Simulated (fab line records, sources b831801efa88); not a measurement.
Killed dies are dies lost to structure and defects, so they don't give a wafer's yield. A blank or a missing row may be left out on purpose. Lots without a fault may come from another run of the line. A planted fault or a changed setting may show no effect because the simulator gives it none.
Problem report in the 8D (eight disciplines) form, filled by code | flow sfq_line | the parts of the form that need people (team, actions taken, sign-off) are left out

1. THE PROBLEM
M1_NB_RS at SFQ_M1_RS_MEAS_909 reads a mean of 0.543 ohm/sq on 3 wafers of 3 lots; wafers without a fault read 0.889 ohm/sq with a standard deviation of 0.01. That is -35 standard deviations from the usual mean.
The step: measures by four-point-probe.
First seen on wafer L334.5, day 15 04:35, on film_metro-04. The record holds 45 wafers of 15 lots with a number at this step. Rule for "out", or "out of limits": more than 4 standard deviations from the usual mean. The other wafers with a number count as sound.

2. WHAT IT IS AND WHAT IT IS NOT
question                    | is                           | is not
which readings at this step | M1_NB_RS                     | -
which lots                  | L334, L336, L338             | L328, L329, L330, L331, L332, L333, L335, L343, L344, L346, L348, L351
which wafers of those lots  | L334.5, L336.2, L338.1       | L334.1, L334.6, L336.3, L336.6, L338.4, L338.5
read on which gauges        | film_metro-02, film_metro-04 | film_metro-01
when                        | from day 15 04:35            | up to then (20 sound wafers); but 22 sound wafers of L335, L336, L338, L343, L344, L346, L348, L351 came after

3. SUSPECTS, AND WHAT RULES EACH OUT
Counting: a tool at a process step up to the reading stays a suspect if it ran every lot that is out. Sound lots after the first of them don't rule it out here, since some wafers of a struck lot are sound.
- the gauge at SFQ_M1_RS_MEAS_909: ruled out. The wafers that are out were read on 2 gauges (film_metro-02, film_metro-04).
- pvd_sputter-03 at SFQ_TRILAYER_M1_DEP_SPUTTER_037 (material Nb, target thk 200 nm, time 133.3 s): kept. It ran every lot that is out, first L334 (day 15 04:29); its last sound lot up to then is L333 (day 14 23:41).
Left after counting: pvd_sputter-03 at SFQ_TRILAYER_M1_DEP_SPUTTER_037.

4. THE CAUSE (what the simulator had put in)
Process parameter drift: pvd_sputter-03, from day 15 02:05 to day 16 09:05, at SFQ_TRILAYER_M1_DEP_SPUTTER_037. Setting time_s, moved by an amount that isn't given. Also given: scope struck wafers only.
Counting left only this tool.

5. THE CHAIN OF EFFECTS, in route order
Each row: a reading whose mean over the struck wafers that have a number lies more than 3 standard deviations from the usual. Only readings for which the record gives a usual standard deviation are gone through. hours: the time from each lot's start at the first step in this table that gives one to its start at this step, as a median over the lots. sigmas: the change in usual standard deviations.
hours | step                                | reading        | usual        | on struck wafers | change | sigmas
0     | SFQ_M1_RS_MEAS_909                  | M1_NB_RS       | 0.889 ohm/sq | 0.543            | -0.346 | -35
111   | SFQ_TRILAYER_M1_ETCH_METAL_ETCH_042 | oes_product_au | 0.894 a.u.   | 0.994            | +0.100 | +14
The process steps in it:
- SFQ_TRILAYER_M1_ETCH_METAL_ETCH_042: etches Nb in Cl2/Ar, stops on SiO2, target depth 240 nm, time 120 s.

6. WHAT WOULD HAVE CAUGHT IT SOONER
In this record the first reading out of limits at a measuring or inspecting step was taken at day 15 04:35, 2 hours after the fault began at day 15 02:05.
Of the tool readings at SFQ_TRILAYER_M1_DEP_SPUTTER_037 for which the record gives a usual standard deviation, none was out on any struck wafer, so an alarm limit of 4 standard deviations on them would not have fired.
Of the lots that are out (3), L336, L338 began SFQ_TRILAYER_M1_DEP_SPUTTER_037 on pvd_sputter-03 after day 15 04:35. A hold on the tool at that time would have spared those 2.
